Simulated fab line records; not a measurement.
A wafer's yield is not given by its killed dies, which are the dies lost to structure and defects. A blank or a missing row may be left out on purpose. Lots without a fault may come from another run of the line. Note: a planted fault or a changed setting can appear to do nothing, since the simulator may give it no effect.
Comparing a struck lot with a sound one / flow sky130 / 38 out of 708 route steps
Sound: these wafers, L800.2, L800.3, L800.6. Struck: wafers L791.2, L791.5 (left out: L791.1, a lot-mate that was not struck); the cause follows at the end.
For every step that has rows: the tool of each side, followed by ch and its chambers, followed by its first start. Under that, the readings that differ: sound wafers / struck wafers / difference of the means / sigmas: that difference in standard deviations of wafers without a fault.
alike: readings whose means differ by less than 2 such deviations, and words and numbers that are the same on both sides. not compared: withheld readings, readings that some wafer has no value for, bounds like >300 that may hide the same value, and numbers for which the record gives no deviation and whose values overlap.
A row with sigmas, a row that says differs or no value, or rows on one side alone: a step with any of these is where the two part. When numbers do not overlap yet have no deviation, they are printed without sigmas and do not part them. A reading missing from all wafers of one side parts the sides only when that side holds two or more wafers.

first, 9 steps without rows for these wafers: SKY_VIA2_SPUTTER_20 (material TiN, target thk 20 nm, time 80 s); SKY_VIA2_CVD_21 (deposits W, target thk 420 nm, time 126.4 s); SKY_VIA2_CMP_24 (polishes, stops on SiO2, t overpolish 20 s, target thk 0 nm); SKY_METAL3_SPUTTER_00 (material Ti, target thk 15 nm, time 10 s); SKY_METAL3_SPUTTER_01 (material TiN, target thk 20 nm, time 16.7 s); SKY_METAL3_SPUTTER_02 (material AlCu, target thk 735 nm, time 39.1 s); SKY_METAL3_SPUTTER_03 (material Ti, target thk 5 nm, time 3.3 s); SKY_METAL3_SPUTTER_04 (material TiN, target thk 70 nm, time 58.3 s); SKY_CAPM_CVD_00 (deposits SiO2, target thk 15.5 nm).
SKY_CAPM_SPUTTER_02: material TiN, target thk 200 nm, time 166.7 s.
  sound: pvd sputter-02 at day 42 08:55; struck: pvd sputter-02 at day 40 00:59
reading=model.TiN_of_CAPM_SPUTTER_02.thk nm (nm); sound=200.2 200.5 200.8; struck=220.9 221.5; difference=+20.7; sigmas=
  alike: throttle valve pct
SKY_CAPM_RS_MEAS_03: measurement is done with a four-point probe.
  sound: film metro-01 at day 42 09:02; struck: film metro-02 at day 40 01:05
reading=CAPM_TIN_RS (ohm/sq); sound=6.91 6.91 6.89; struck=6.24 6.23; difference=-0.67; sigmas=-8
SKY_CAPM_THK_MEAS_04: measures by xrf.
  sound: film metro-01 at day 42 09:09; struck: film metro-02 at day 40 01:13
reading=CAPM_TIN_THK (nm); sound=198.7 199.0 199.9; struck=217.6 218.5; difference=+18.9; sigmas=+8
then, 7 steps without rows for these wafers: SKY_CAPM_DEHYDRATE_05 (time 60 s); SKY_CAPM_HMDS_06 (prime time 60 s); SKY_CAPM_COAT_07 (resist thk 1140 nm); SKY_CAPM_SOFTBAKE_08 (time 60 s); SKY_CAPM_EXPOSE_09 (exposes mask CAPM, target cd 1000 nm); SKY_CAPM_PEB_10; SKY_CAPM_DEVELOP_11 (develop time 60 s).
SKY_CAPM_METAL_ETCH_13: etches TiN in Cl2/BCl3, stops on SiO2, target depth 220 nm, time 62.9 s.
  sound on rie metal-03 ch 0,1, day 43 07:43; struck on rie metal-01 ch 0,1, day 41 01:29
reading=drypump motor current A (A); sound=5.1 5.8 5.1; struck=6.2 6.2; difference=+0.9; sigmas=+2
reading=oes product au (a.u.); sound=0.942 0.937 0.937; struck=0.996 0.998; difference=+0.058; sigmas=+7
reading=throttle valve pct (%); sound=21.897 21.909 21.907; struck=21.869 21.859; difference=-0.040; sigmas=-4
  alike: chamber pressure mTorr
  not compared: rf hours counter h
then, 16 steps without rows for these wafers: SKY_CAPM_STRIP_14 (strips in O2/N2); SKY_CAPM_STRIP_15 (strips in post etch residue remover, time 1200 s); SKY_CAPM_CLEAN_16 (cleans in IPA, time 180 s); SKY_CAPM_CLEAN_17 (cleans in O3/DIW); SKY_METAL3_DEHYDRATE_05 (time 60 s); SKY_METAL3_HMDS_06 (prime time 60 s); SKY_METAL3_COAT_07 (resist thk 60 nm); SKY_METAL3_COAT_08 (resist thk 1140 nm); SKY_METAL3_SOFTBAKE_09 (time 90 s); SKY_METAL3_EXPOSE_10 (exposes mask MM3, target cd 300 nm); SKY_METAL3_PEB_11; SKY_METAL3_DEVELOP_12 (develop time 60 s); SKY_METAL3_DESCUM_15 (chemistry O2, time 8 s); SKY_METAL3_ETCH_16 (etches BARC in N2/H2, stops on SiO2, time 88.2 s, target depth 60 nm); SKY_METAL3_ETCH_17 (etches SiO2 in C4F8/O2/Ar, stops on TiN, time 3.9 s, target depth 15 nm); SKY_METAL3_METAL_ETCH_18 (etches the open film in Cl2/BCl3, stops on SiO2, target depth 845 nm, time 183.1 s).
SKY_METAL3_STRIP_20: strips in post etch residue remover, time 1200 s.
  sound on wet bench-01 ch 0, day 44 09:21; struck on wet bench-01 ch 0, day 42 02:22
reading=model.TiN_of_CAPM_SPUTTER_02.thk nm (nm); sound=199.4 199.7 199.9; struck=220.1 220.6; difference=+20.7; sigmas=
-- the record jumps here: 7 days lie between the struck wafers' starts before and after (it left off in module METAL3 and takes up again in module PAD_OPEN, whose first step shown is number 708 of the route) --
SKY_PAD_OPEN_PROBE_99:
  sound: prober-01 at day 50 09:21; struck: prober-02 at day 48 17:15
reading=model.etest.cap mim.leak log10 a cm2; sound=-8.793 -9.031 -8.952; struck=-6.907 -8.562; difference=+1.191; sigmas=
reading=model.etest.cap mim.plate ohm sq; sound=6.004 5.94 5.954; struck=5.413 5.394; difference=-0.562; sigmas=
  alike: defect limited yield, killed_at_M0_to_M3, killed_at_M4_up, killed at contacts, killed at front end, killed at other, killed dies, killed open, killed short
  not compared: model.etest.tester.sort n pass, model.etest.tester.sort_bin_5_pct, model.etest.tester.sort yield pct, model.etest.via3 chain.rc ohm, model.etest.tester.sort_bin_8_pct, model.etest.tester.sort_bin_4_pct

== WHERE THEY PART ==
First at SKY_CAPM_RS_MEAS_03; last, within this record, at SKY_CAPM_METAL_ETCH_13. Later steps at which nothing parts them and some readings are alike: SKY_PAD_OPEN_PROBE_99.

WHY: the cause the simulator had injected
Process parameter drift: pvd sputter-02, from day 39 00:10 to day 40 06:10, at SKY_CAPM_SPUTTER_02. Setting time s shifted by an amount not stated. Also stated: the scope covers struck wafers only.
